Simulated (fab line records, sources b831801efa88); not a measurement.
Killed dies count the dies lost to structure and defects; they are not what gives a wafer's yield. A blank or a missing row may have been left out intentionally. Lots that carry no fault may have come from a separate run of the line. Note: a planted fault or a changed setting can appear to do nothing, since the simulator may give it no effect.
8D (eight disciplines) problem report, filled in by code | flow gf180mcu | the parts of the form that need people (team, actions taken, sign-off) are left out

## 1. WHAT WENT WRONG
Mean of run_length_s at GF_TOP_METAL_METAL_ETCH_16: 195.3 s across 4 wafers in 2 lots; on wafers with no fault it is 208.2 s (standard deviation 0.74). Measured from the usual mean, that is -17 standard deviations.
The step: etches the open film in Cl2/BCl3, stops on SiO2, target depth 1077.5 nm, time 179.6 s.
First observed at day 32 10:27: wafer L813.1, on rie_metal-04. Wafers with a number at this step in the record: 18, from 6 lots. By rule, "out" or "out of limits" means more than 4 standard deviations away from the usual mean. The rest of the wafers with a number are treated as sound.

## 2. WHAT IT IS AND WHAT IT IS NOT
question                    | is                             | is not
which readings at this step | run_length_s, oes_product_au   | drypump_motor_current_A, he_backside_leak_sccm
which lots                  | L813, L814                     | L802, L807, L817, L819
which wafers of those lots  | L813.1, L813.5, L814.1, L814.5 | L813.6, L814.3
read on which tools         | rie_metal-04                   | rie_metal-01, rie_metal-03
when                        | from day 32 10:27              | up to then (7 sound wafers); but 7 sound wafers of L814, L817, L819 came after

## 3. SUSPECTS, AND WHAT RULES EACH OUT
Counting: if a tool at a process step up to the reading ran every lot that is out, it stays a suspect. Sound lots after the first of them don't rule it out here, since some wafers of a struck lot are sound.
- rie_metal-04 at GF_TOP_METAL_METAL_ETCH_16 (etches the open film in Cl2/BCl3, stops on SiO2, target depth 1077.5 nm, time 179.6 s): kept. It processed each lot that is out (first: L813, day 32 10:27); up to then, its last sound lot is L807 (day 31 05:13). Its own oes_product_au, run_length_s readings are out on those wafers.
The count leaves rie_metal-04 at GF_TOP_METAL_METAL_ETCH_16.

## 4. THE CAUSE (what the simulator had put in)
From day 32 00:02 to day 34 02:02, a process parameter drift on rie_metal-04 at GF_TOP_METAL_METAL_ETCH_16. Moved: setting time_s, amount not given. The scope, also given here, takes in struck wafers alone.
The count eliminated every tool but this one.

## 5. THE CHAIN OF EFFECTS, in route order
Each row: a reading whose mean over the struck wafers that have a number lies more than 3 standard deviations from the usual. Scope: only readings with a usual standard deviation given in the record; hours: median across lots of the time from each lot's start at the first step in this table that gives one to its start at this step; sigmas: change in usual standard deviations.
hours | step                       | reading                  | usual      | on struck wafers | change | sigmas
0     | GF_TOP_METAL_METAL_ETCH_16 | oes_product_au           | 0.965 a.u. | 1.007            | +0.042 | +4.7
0     | GF_TOP_METAL_METAL_ETCH_16 | run_length_s             | 208.2 s    | 195.3            | -12.9  | -17
0     | GF_TOP_METAL_METAL_ETCH_16 | throttle_valve_pct       | 28.257 %   | 28.203           | -0.054 | -4.1
0     | GF_TOP_METAL_STRIP_17      | strip_time_to_endpoint_s | 13.39 s    | 13.81            | +0.42  | +4.8
The process steps in it:
- GF_TOP_METAL_METAL_ETCH_16: etches the open film in Cl2/BCl3, stops on SiO2, target depth 1077.5 nm, time 179.6 s.
- GF_TOP_METAL_STRIP_17: strips in O2/N2.

## 6. WHAT WOULD HAVE CAUGHT IT SOONER
In this record no reading fell out of limits until day 32 10:27, 10 hours after the fault had begun at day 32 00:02.
